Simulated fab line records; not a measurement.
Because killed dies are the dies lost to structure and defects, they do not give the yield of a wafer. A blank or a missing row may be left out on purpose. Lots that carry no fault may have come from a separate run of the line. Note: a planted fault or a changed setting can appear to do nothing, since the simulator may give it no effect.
fab line records	flow sky130
[record] lots = 6	wafers = 18	last-day = 50
route steps=708 shown LOCAL_INTERCONNECT@398 CONTACT@406 PAD_OPEN@708
lots that met no fault: from a run of the same line without faults
start-h: hours from the record's first day to the start of the lot's first wafer shown	wait-h: how many hours have passed since the lot's step before this one	" unchanged from the row above	L1.1+2: a row that stands for several wafers	- no value, or no start was given	* or withheld: withheld	< > ~ a bound
route shown NAME@n: NAME is a module with steps in the file, n the number in the route of the first one	usual: mean and standard deviation over wafers with no fault	same: alike in all rows	chamber/n: place in a boat	sites: readings site by site	_std_site: standard deviation of those values	_edge_site: outer sites' mean less inner sites'	radius-mm: for every site, how far away it sits from the centre of the wafer	mask NAME#n: copy n	behind: the tool/chamber that last shaped the wafer	hold: why the lot was held/for how many hours/how that ended	device: the n, p or np transistor that did not switch	end of line: tests of these same wafers at the route's end	for a step that has no rows: nothing shown but its recipe	killed: dies that structure and defects cost at the first sort, which is not the same as the wafer's yield	map: dies across one wafer; x = killed, . = not, _ = none there
set.NAME: the setting that was run; set.NAME@STEP: the one run at that earlier step	model.NAME: the simulator's own value behind a step, which no gauge read
lots seen at some steps along the route; tables by step, rows by wafer
services: from which hour (start-h, from the record's first day; less than 0 if before it) a tool's chamber was out of use, for how many hours, and why
[[steps]]
[step SKY_LOCAL_INTERCONNECT_CD_MEAS_11]
[recipe] target-cd-nm = 170
[usual] cd-nm = 170.1/1.5
lot.wafer	tool	chamber	start-h	wait-h	cd-nm
L134.1	cd-sem-02	-	711.59	-	168.4
L134.3	"	-	"	"	169.5
L134.5	"	-	"	"	169.0
L136.2	cd-sem-02	-	737.72	-	169.3
L136.3	"	-	"	"	169.9
L136.4	"	-	"	"	169.1
L139.1	cd-sem-01	-	757.15	-	171.3
L139.2	"	-	"	"	171.9
L139.6	"	-	"	"	172.0
L149.2	cd-sem-02	-	824.51	-	168.5
L149.4	"	-	"	"	170.6
L149.6	"	-	"	"	171.2
L151.2	cd-sem-01	-	843.46	-	167.6
L151.3	"	-	"	"	169.5
L151.4	"	-	"	"	169.6
L156.4	cd-sem-01	-	874.87	-	170.5
L156.5	"	-	"	"	171.3
L156.6	"	-	"	"	169.8
[step SKY_LOCAL_INTERCONNECT_OVL_MEAS_12]
[usual] LOCAL_INTERCONNECT_OVL = 1/5.8
lot.wafer	tool	chamber	start-h	wait-h	LOCAL_INTERCONNECT_OVL[nm]
L134.1	overlay-02	-	711.71	0.1	-1
L134.3	"	-	"	"	-2
L134.5	"	-	"	"	-1
L136.2	overlay-02	-	737.82	0.1	-11
L136.3	"	-	"	"	-10
L136.4	"	-	"	"	-8
L139.1	overlay-02	-	757.27	0.1	-12
L139.2	"	-	"	"	0
L139.6	"	-	"	"	2
L149.2	overlay-01	-	824.62	0.1	-6
L149.4	"	-	"	"	-4
L149.6	"	-	"	"	-1
L151.2	overlay-01	-	843.57	0.1	1
L151.3	"	-	"	"	6
L151.4	"	-	"	"	2
L156.4	overlay-01	-	874.95	0.1	7
L156.5	"	-	"	"	-8
L156.6	"	-	"	"	2
[step SKY_LOCAL_INTERCONNECT_ETCH_13]
[recipe] chemistry = N2/H2	target = BARC	ion-energy-ev = 200	bias-w = 100	pressure-mtorr = 30	n2-flow-sccm = 100	h2-flow-sccm = 200	icp-w = 500	stop-on = SiO2	time-s = 45.9	target-depth-a = 600
[usual] chamber-pressure-mTorr = 29.996/0.027	drypump-motor-current-A = 6.0/0.49	oes-product-au = 0.855/0.0047	throttle-valve-pct = 13.224/0.009
lot.wafer	tool	chamber	start-h	wait-h	chamber-pressure-mTorr	drypump-motor-current-A	oes-product-au	rf-hours-counter-h	throttle-valve-pct
L134.1	rie-metal-03	1	711.75	0.0	30.012	6.5	0.852	10	13.245
L134.3	"	1	"	"	30.001	6.6	0.860	-	13.233
L134.5	"	1	"	"	29.974	6.6	0.850	-	13.217
L136.2	rie-metal-02	0	737.85	0.0	30.006	5.3	0.860	11	13.229
L136.3	"	0	"	"	29.977	5.3	0.856	-	13.216
L136.4	"	1	"	"	29.965	5.8	0.861	-	13.238
L139.1	rie-metal-01	0	757.30	0.0	30.054	5.6	0.854	13	13.233
L139.2	"	1	"	"	29.993	6.7	0.855	1	13.232
L139.6	"	0	"	"	29.988	5.6	0.857	-	13.230
L149.2	rie-metal-03	0	824.65	0.0	30.014	5.6	0.860	3	13.216
L149.4	"	1	"	"	29.996	6.5	0.855	-	13.225
L149.6	"	0	"	"	29.964	5.6	0.854	-	13.223
L151.2	rie-metal-03	1	843.60	0.0	29.975	6.5	0.861	14	13.245
L151.3	"	1	"	"	29.976	6.5	0.855	-	13.207
L151.4	"	0	"	"	30.003	5.7	0.859	-	13.226
L156.4	rie-metal-03	1	874.98	0.0	30.009	6.5	0.845	-	13.241
L156.5	"	1	"	"	30.007	6.5	0.851	-	13.217
L156.6	"	0	"	"	29.996	5.6	0.858	-	13.230
[step SKY_LOCAL_INTERCONNECT_METAL_ETCH_14]
[recipe] target-depth-nm = 110	stop-on = PSG	chemistry = Cl2/BCl3	target = TiN	resist-sidewall-deg = 88	pressure-mtorr = 10	icp-w = 900	bias-w = 48.5	Cl2_flow_sccm = 60	bcl3-flow-sccm = 30	time-s = 31.4
[usual] chamber-pressure-mTorr = 10.000/0.0092	drypump-motor-current-A = 6.0/0.48	oes-product-au = 0.939/0.0082	throttle-valve-pct = 21.903/0.01
lot.wafer	tool	chamber	start-h	wait-h	chamber-pressure-mTorr	drypump-motor-current-A	oes-product-au	rf-hours-counter-h	throttle-valve-pct
L134.1	rie-metal-03	1	711.87	0.1	9.992	6.5	0.934	10	21.911
L134.3	"	1	"	"	10.005	6.5	0.946	-	21.907
L134.5	"	1	"	"	10.013	6.5	0.951	-	21.895
L136.2	rie-metal-02	0	737.92	0.0	10.015	5.3	0.939	11	21.897
L136.3	"	0	"	"	9.998	5.3	0.933	-	21.894
L136.4	"	1	"	"	9.989	5.8	0.951	-	21.883
L139.1	rie-metal-01	0	757.37	0.0	9.995	5.6	0.946	13	21.886
L139.2	"	1	"	"	10.013	6.6	0.943	1	21.905
L139.6	"	0	"	"	9.979	5.6	0.924	-	21.912
L149.2	rie-metal-03	0	824.71	0.0	9.987	5.6	0.928	3	21.912
L149.4	"	1	"	"	10.016	6.5	0.940	-	21.885
L149.6	"	0	"	"	9.997	5.6	0.949	-	21.905
L151.2	rie-metal-03	1	843.66	0.0	9.994	6.5	0.944	14	21.902
L151.3	"	1	"	"	10.003	6.5	0.936	-	21.928
L151.4	"	0	"	"	9.988	5.6	0.940	-	21.891
L156.4	rie-metal-03	1	875.04	0.0	9.990	6.5	0.935	-	21.904
L156.5	"	1	"	"	10.005	6.5	0.948	-	21.904
L156.6	"	0	"	"	10.010	5.7	0.938	-	21.906
[step SKY_LOCAL_INTERCONNECT_STRIP_15]
[recipe] chemistry = O2/N2	power-w = 1400	pressure-mtorr = 1500	platen-temp-c = withheld	o2-flow-sccm = 3000	n2-flow-sccm = 300	overash-fraction = 0.5
[usual] chamber-pressure-mTorr = 1500.1/1.4	drypump-motor-current-A = 5.8/0.45	oes-product-au = 0.427/0.0042	strip-time-to-endpoint-s = 4.708/0.015
lot.wafer	tool	chamber	start-h	wait-h	chamber-pressure-mTorr	drypump-motor-current-A	oes-product-au	rf-hours-counter-h	strip-time-to-endpoint-s
L134.1	plasma-asher-02	0	711.98	0.1	1500.6	6.3	0.429	104	4.735
L134.3	"	1	"	"	1499.3	6.4	0.425	-	4.719
L134.5	"	0	"	"	1500.7	6.3	0.422	-	4.727
L136.2	plasma-asher-03	1	737.97	0.0	1499.4	5.7	0.423	31	4.683
L136.3	"	0	"	"	1499.3	5.3	0.427	-	4.713
L136.4	"	1	"	"	1500.2	5.7	0.433	-	4.684
L139.1	plasma-asher-03	1	757.42	0.0	1500.0	5.7	0.428	33	4.710
L139.2	"	0	"	"	1500.3	5.3	0.418	33	4.694
L139.6	"	1	"	"	1500.3	5.7	0.429	-	4.710
L149.2	plasma-asher-03	1	824.76	0.0	1500.0	5.7	0.420	39	4.724
L149.4	"	0	"	"	1500.3	5.3	0.426	-	4.717
L149.6	"	1	"	"	1501.9	5.7	0.423	-	4.700
L151.2	plasma-asher-02	1	843.71	0.0	1500.1	6.5	0.421	10	4.719
L151.3	"	0	"	"	1499.6	6.3	0.420	-	4.719
L151.4	"	1	"	"	1499.4	6.5	0.423	-	4.716
L156.4	plasma-asher-02	1	875.11	0.1	1500.1	6.4	0.433	-	4.699
L156.5	"	0	"	"	1500.3	6.3	0.433	-	4.723
L156.6	"	1	"	"	1500.6	6.4	0.427	-	4.686
[step SKY_LOCAL_INTERCONNECT_STRIP_16]
[recipe] chemistry = post-etch-residue-remover	time-s = 1200	temp-c = 72.5
[step SKY_LOCAL_INTERCONNECT_CLEAN_17]
[recipe] chemistry = IPA	time-s = 180	temp-c = 25
[step SKY_LOCAL_INTERCONNECT_CLEAN_18]
[recipe] chemistry = O3/DIW	dry = n2-spin
[step SKY_CONTACT_CVD_00]
[recipe] material = Si3N4	target-thk-nm = 75	temp-c = 400	time-s = withheld	rf-w = 450
[usual] heater-power-w = 694/76
lot.wafer	tool	chamber	start-h	wait-h	heater-power-w
L134.1	pecvd-04	2	712.61	0.0	642
L134.3	"	1	"	"	779
L134.5	"	1	"	"	624
L136.2	pecvd-03	1	738.56	0.0	801
L136.3	"	0	"	"	701
L136.4	"	0	"	"	713
L139.1	pecvd-04	0	758.02	0.0	731
L139.2	"	2	"	"	766
L139.6	"	2	"	"	782
L149.2	pecvd-03	2	825.35	0.0	618
L149.4	"	2	"	"	618
L149.6	"	0	"	"	788
L151.2	pecvd-01	0	844.30	0.0	635
L151.3	"	2	"	"	584
L151.4	"	0	"	"	626
L156.4	pecvd-03	0	875.70	0.0	725
L156.5	"	2	"	"	651
L156.6	"	1	"	"	757
[step SKY_CONTACT_THK_MEAS_01]
[recipe] reads = Si3N4_of_CONTACT_CVD_00
[usual] CONTACT_CVD_00_THK = 75.6/1.2
lot.wafer	tool	chamber	start-h	wait-h	CONTACT_CVD_00_THK[nm]
L134.1	film-metro-01	-	712.64	-	74.1
L134.3	"	-	"	"	74.3
L134.5	"	-	"	"	75.4
L136.2	film-metro-01	-	738.60	-	77.3
L136.3	"	-	"	"	75.3
L136.4	"	-	"	"	76.8
L139.1	film-metro-03	-	758.05	-	74.6
L139.2	"	-	"	"	73.7
L139.6	"	-	"	"	75.4
L149.2	film-metro-03	-	825.40	-	74.3
L149.4	"	-	"	"	74.9
L149.6	"	-	"	"	75.1
L151.2	film-metro-01	-	844.36	-	74.2
L151.3	"	-	"	"	73.0
L151.4	"	-	"	"	76.1
L156.4	film-metro-01	-	875.75	-	76.2
L156.5	"	-	"	"	74.9
L156.6	"	-	"	"	75.7
[step SKY_CONTACT_HDPCVD_02]
[recipe] material = SiO2	target-thk-nm = 565	sigma-open-frac = 0.3	time-s = 94.2	temp-c = 600	sih4-flow-sccm = 60	pressure-mtorr = 6
[step SKY_CONTACT_THK_MEAS_03]
[recipe] reads = SiO2_of_CONTACT_HDPCVD_02
[usual] CONTACT_HDPCVD_THK = 566/9.1
lot.wafer	tool	chamber	start-h	wait-h	CONTACT_HDPCVD_THK[nm]
L134.1	film-metro-02	-	712.77	0.0	568
L134.3	"	-	"	"	559
L134.5	"	-	"	"	570
L136.2	film-metro-02	-	738.73	0.0	574
L136.3	"	-	"	"	549
L136.4	"	-	"	"	569
L139.1	film-metro-01	-	758.21	0.1	576
L139.2	"	-	"	"	575
L139.6	"	-	"	"	574
L149.2	film-metro-02	-	825.53	0.0	569
L149.4	"	-	"	"	559
L149.6	"	-	"	"	561
L151.2	film-metro-03	-	844.49	0.0	561
L151.3	"	-	"	"	569
L151.4	"	-	"	"	563
L156.4	film-metro-03	-	875.88	0.0	577
L156.5	"	-	"	"	569
L156.6	"	-	"	"	566
[step SKY_CONTACT_CMP_04]
[recipe] material = SiO2	down-force-psi = 4	platen-rpm = 60	pad-velocity-m-s = 0.94248
[usual] head-pressure-psi = 4.001/0.0097	motor-current-A = 12.8/1	time-to-endpoint-s = 81/5.5
lot.wafer	tool	chamber	start-h	wait-h	head-pressure-psi	motor-current-A	time-to-endpoint-s
L134.1	cmp-02	0	712.83	0.1	4.014	15.4	85
L134.3	"	3	"	"	4.012	10.2	71
L134.5	"	0	"	"	4.011	14.9	85
L136.3	cmp-01	1	738.78	0.0	4.005	13.7	69
L136.4	"	2	"	"	4.001	13.1	87
L136.2	"	3	"	"	4.002	12.9	86
L139.2	cmp-02	2	758.37	0.1	4.004	12.2	81
L139.1	"	3	"	"	4.004	10.9	83
L139.6	"	1	"	"	3.995	12.1	85
L149.4	cmp-01	0	825.63	0.1	3.237	10.9	101
L149.2	"	2	"	"	3.220	10.9	106
L149.6	"	3	"	"	3.235	11.3	98
L151.3	cmp-01	0	844.59	0.1	3.220	10.9	100
L151.4	"	1	"	"	3.209	11.5	90
L151.2	"	2	"	"	3.212	11.4	95
L156.4	cmp-02	0	875.96	0.1	4.005	15.1	90
L156.6	"	3	"	"	4.009	10.8	77
L156.5	"	0	"	"	3.989	14.4	88
[step SKY_CONTACT_BOW_MEAS_05]
[recipe] mode = bow
[usual] CONTACT_BOW = 81/6.8
lot.wafer	tool	chamber	start-h	wait-h	CONTACT_BOW[um]
L134.1	film-metro-01	-	713.13	0.2	84
L134.3	"	-	"	"	71
L134.5	"	-	"	"	81
L136.2	film-metro-03	-	739.10	0.2	88
L136.3	"	-	"	"	72
L136.4	"	-	"	"	84
L139.1	film-metro-02	-	758.57	0.1	85
L139.2	"	-	"	"	79
L139.6	"	-	"	"	93
L149.2	film-metro-01	-	825.90	0.1	75
L149.4	"	-	"	"	77
L149.6	"	-	"	"	69
L151.2	film-metro-01	-	844.86	0.1	84
L151.3	"	-	"	"	80
L151.4	"	-	"	"	78
L156.4	film-metro-03	-	876.27	0.3	88
L156.5	"	-	"	"	73
L156.6	"	-	"	"	73
[step SKY_PAD_OPEN_PROBE_99]
[usual] killed_at_M0_to_M3 = 45/6.9	killed_at_M4_up = 3.1/1.7	killed-at-contacts = 24/5.7	killed-at-front-end = 15/4.6	killed-at-other = 0.3/0.57	killed-dies = 87/10	killed-open = 48/7.4	killed-short = 39/6.7
[same] gross-dies = 492	killed-at-back-side = 0
lot.wafer	tool	chamber	start-h	wait-h	killed_at_M0_to_M3	killed_at_M4_up	killed-at-contacts	killed-at-front-end	killed-at-other	killed-dies	killed-open	killed-short
L134.1	prober-02	-	1084.41	0.1	47	2	33	14	1	97	53	44
L134.3	prober-02	-	1084.51	0.2	31	1	29	17	0	78	50	28
L134.5	prober-02	-	1084.61	0.2	44	5	29	14	1	93	52	41
L136.2	prober-02	-	1100.46	0.1	53	5	25	17	0	100	49	51
L136.3	prober-02	-	1100.51	0.2	39	5	22	13	1	80	41	39
L136.4	prober-02	-	1100.56	0.2	54	6	16	10	0	86	44	42
L139.1	prober-01	-	1115.36	0.1	57	2	33	15	0	107	60	47
L139.6	prober-01	-	1115.61	0.2	38	3	26	21	0	88	47	41
L149.2	prober-02	-	1164.11	0.1	54	2	23	20	0	99	59	40
L149.4	prober-02	-	1164.21	0.2	36	2	34	9	1	82	42	40
L149.6	prober-02	-	1164.31	0.2	44	2	25	24	0	95	45	50
L156.4	prober-01	-	1197.72	0.2	36	3	26	10	0	75	35	40
L156.5	prober-01	-	1197.77	0.2	43	4	28	6	0	81	45	36
L156.6	prober-01	-	1197.82	0.2	54	5	19	22	0	100	58	42
// killed by level:class
L134.1 VIA1:geometric-particle:open=11 CONTACT:geometric-particle:open=11 CONTACT:geometric-particle:short=8 METAL1:geometric-particle:short=7 LI_CONTACT:geometric-particle:open=6 METAL2:geometric-particle:short=6 VIA3:geometric-particle:open=6 VIA2:geometric-particle:open=5
L134.3 CONTACT:geometric-particle:open=14 LI_CONTACT:geometric-particle:open=7 CONTACT:geometric-particle:short=7 FIELD_ISO:geometric-particle:open=5 VIA1:geometric-particle:open=5 METAL2:geometric-particle:open=4 METAL1:geometric-particle:short=4 VIA3:geometric-particle:open=4
L134.5 VIA1:geometric-particle:open=12 LI_CONTACT:geometric-particle:open=9 CONTACT:geometric-particle:open=8 VIA3:geometric-particle:open=8 CONTACT:geometric-particle:short=7 FIELD_ISO:geometric-particle:open=5 FIELD_ISO:geometric-particle:short=5 METAL1:geometric-particle:short=5
L136.2 VIA1:geometric-particle:open=12 CONTACT:geometric-particle:short=11 METAL1:geometric-particle:short=8 CONTACT:geometric-particle:open=6 VIA2:geometric-particle:open=6 VIA1:geometric-particle:short=5 VIA3:geometric-particle:short=5 FIELD_ISO:geometric-particle:open=4
L136.3 CONTACT:geometric-particle:open=10 VIA3:geometric-particle:open=8 LI_CONTACT:geometric-particle:open=6 METAL1:geometric-particle:short=6 VIA1:geometric-particle:short=6 FIELD_ISO:geometric-particle:short=5 METAL4:geometric-particle:short=5 VIA2:geometric-particle:open=4
L136.4 METAL2:geometric-particle:short=11 VIA1:geometric-particle:short=9 VIA1:geometric-particle:open=9 CONTACT:geometric-particle:open=8 VIA3:geometric-particle:open=7 METAL1:geometric-particle:short=5 LI_CONTACT:geometric-particle:open=5 VIA3:geometric-particle:short=4
L139.1 VIA1:geometric-particle:open=17 CONTACT:geometric-particle:open=10 LI_CONTACT:geometric-particle:open=10 VIA3:geometric-particle:open=7 VIA2:geometric-particle:short=6 METAL1:geometric-particle:short=6 LI_CONTACT:geometric-particle:short=5 LOCAL_INTERCONNECT:geometric-particle:short=5
L139.6 CONTACT:geometric-particle:short=9 VIA1:geometric-particle:open=8 VIA3:geometric-particle:open=8 LI_CONTACT:geometric-particle:open=6 POLY_GATE:geometric-particle:short=5 SPACER:geometric-particle:open=5 CONTACT:geometric-particle:open=5 VIA1:geometric-particle:short=5
L149.2 VIA1:geometric-particle:open=13 VIA3:geometric-particle:open=12 LI_CONTACT:geometric-particle:open=8 POLY_GATE:geometric-particle:open=7 VIA1:geometric-particle:short=6 FIELD_ISO:geometric-particle:open=5 CONTACT:geometric-particle:open=5 CONTACT:geometric-particle:short=5
L149.4 VIA1:geometric-particle:open=10 CONTACT:geometric-particle:short=10 CONTACT:geometric-particle:open=10 VIA1:geometric-particle:short=8 LI_CONTACT:geometric-particle:open=6 VIA2:geometric-particle:open=5 VIA3:geometric-particle:open=4 SPACER:geometric-particle:short=3
L149.6 VIA3:geometric-particle:open=9 POLY_GATE:geometric-particle:open=6 LI_CONTACT:geometric-particle:open=6 CONTACT:geometric-particle:short=6 VIA1:geometric-particle:short=6 METAL1:geometric-particle:short=6 CONTACT:geometric-particle:open=5 SPACER:geometric-particle:short=5
L156.4 CONTACT:geometric-particle:open=8 LI_CONTACT:geometric-particle:open=6 CONTACT:geometric-particle:short=6 VIA1:geometric-particle:short=6 VIA2:geometric-particle:open=6 FIELD_ISO:geometric-particle:short=5 METAL2:geometric-particle:short=5 LI_CONTACT:geometric-particle:short=4
L156.5 VIA3:geometric-particle:open=10 VIA1:geometric-particle:open=9 CONTACT:geometric-particle:open=8 METAL2:geometric-particle:short=7 LI_CONTACT:geometric-particle:open=6 CONTACT:geometric-particle:short=6 LI_CONTACT:geometric-particle:short=5 FIELD_ISO:geometric-particle:open=4
L156.6 VIA1:geometric-particle:open=11 VIA3:geometric-particle:open=10 POLY_GATE:geometric-particle:open=9 METAL2:geometric-particle:short=8 VIA2:geometric-particle:open=7 CONTACT:geometric-particle:open=6 VIA2:geometric-particle:short=6 LOCAL_INTERCONNECT:geometric-particle:short=5
[[services]]
tool	chamber	start-h	hours	kind
pecvd-04	-	697.65	0.9	repair
rie-metal-03	-	722.17	6.0	repair
pecvd-04	0	731.90	19.7	repair
plasma-asher-02	-	733.77	9.0	pm
cmp-02	-	735.17	1.9	repair
cmp-01	-	736.00	1.0	repair
cmp-01	-	744.33	4.0	pm
cmp-01	-	748.33	7.8	pm
pecvd-03	-	755.23	1.0	repair
rie-metal-02	-	759.52	2.8	pm
pecvd-03	-	767.10	13.6	repair
rie-metal-03	-	810.01	1.4	pm
pecvd-03	-	823.09	1.1	repair
pecvd-03	0	829.96	2.0	repair
pecvd-03	-	833.20	6.0	pm
cmp-01	-	837.09	6.3	pm
cmp-02	-	839.33	0.5	repair
cmp-01	-	846.65	2.5	repair
pecvd-04	-	846.80	5.5	pm
plasma-asher-03	-	849.01	2.8	pm
cmp-01	-	851.60	1.3	repair
plasma-asher-02	-	851.93	4.4	repair
cmp-02	-	866.45	0.8	repair
cmp-02	-	870.16	0.2	repair
[[key]]
[first-sign] step = SKY_CONTACT_CMP_04	reading = head-pressure-psi	direction = down	sigmas = 80	usual = 4.001	struck = 3.222
[effect] step = SKY_CONTACT_CMP_04	reading = time-to-endpoint-s	direction = up	sigmas = 3.1	usual = *	struck = *
met-at SKY_CONTACT_CMP_04
struck-wafers L149.2,L149.4,L149.6,L151.2,L151.3,L151.4
tester-left-out L149,L151
onset-between 738.78 825.63
[fault] kind = process-parameter-drift	tool = cmp-01	chamber = -	onset-h = 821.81	steps = SKY_CONTACT_CMP_04	channel = down-force-psi	offset = -0.78218	shape = step	end-h = 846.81	acts-in = these-recipes-only	stated = 4
// tester-left-out: of these lots the tester's yield and bins aren't shown, on N5 and GAA mostly nor the transistor test; their killed dies are dies lost to structure and defects alone, not to doping, threshold or leakage, so they don't give the yield
